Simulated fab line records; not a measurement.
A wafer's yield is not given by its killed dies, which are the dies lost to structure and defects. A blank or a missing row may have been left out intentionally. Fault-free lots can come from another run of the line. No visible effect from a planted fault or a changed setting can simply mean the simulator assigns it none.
Which tool is to blame? | flow sky130 | route of 708 steps, sampled at 1 step: 6 lots, 18 wafers

== WHAT THE GAUGES SHOWED, per wafer ==
SKY_SONOS_ONO_THK_MEAS_05.
lot  | measured     | on           | SONOS_ONO_CVD_04_THK (nm)
L397 | day 11 19:11 | filmMetro-04 | 5.83 5.73 5.72
L399 | day 12 18:22 | filmMetro-04 | 5.88 5.65 5.83
L403 | day 13 22:16 | filmMetro-01 | 5.85 5.90 5.84
L413 | day 17 04:00 | filmMetro-01 | 5.79 5.66 5.63
L415 | day 18 04:50 | filmMetro-03 | 6.07 5.97 5.94
L417 | day 18 19:18 | filmMetro-04 | 5.69 5.70 5.63

== WHAT TOOL EACH LOT RAN ON (gives the tool, then ch and the chambers of the sampled wafers, and finally the start) ==
Before these readings, the record contains no process step.

== THE ANSWER, worked out from the rows above alone ==
Rule: what is usual is taken from the lots themselves. The widest of any qualifying gaps counts: lots, ordered by their means at a reading, are off when they make up no more than a third of the lots, leave a main group of 4 or more, and stand apart from it by 3 or more times the standard deviation of that group's means. Not used: any main group whose means are identical at the precision the tables above print for the reading. A lot without any number at a reading at which 4 lots or more have one is off too. All remaining lots with rows at the step are treated as sound.
None of the lots is off at any reading shown; this tells nothing.

== WHAT THE SIMULATOR PUT IN ==
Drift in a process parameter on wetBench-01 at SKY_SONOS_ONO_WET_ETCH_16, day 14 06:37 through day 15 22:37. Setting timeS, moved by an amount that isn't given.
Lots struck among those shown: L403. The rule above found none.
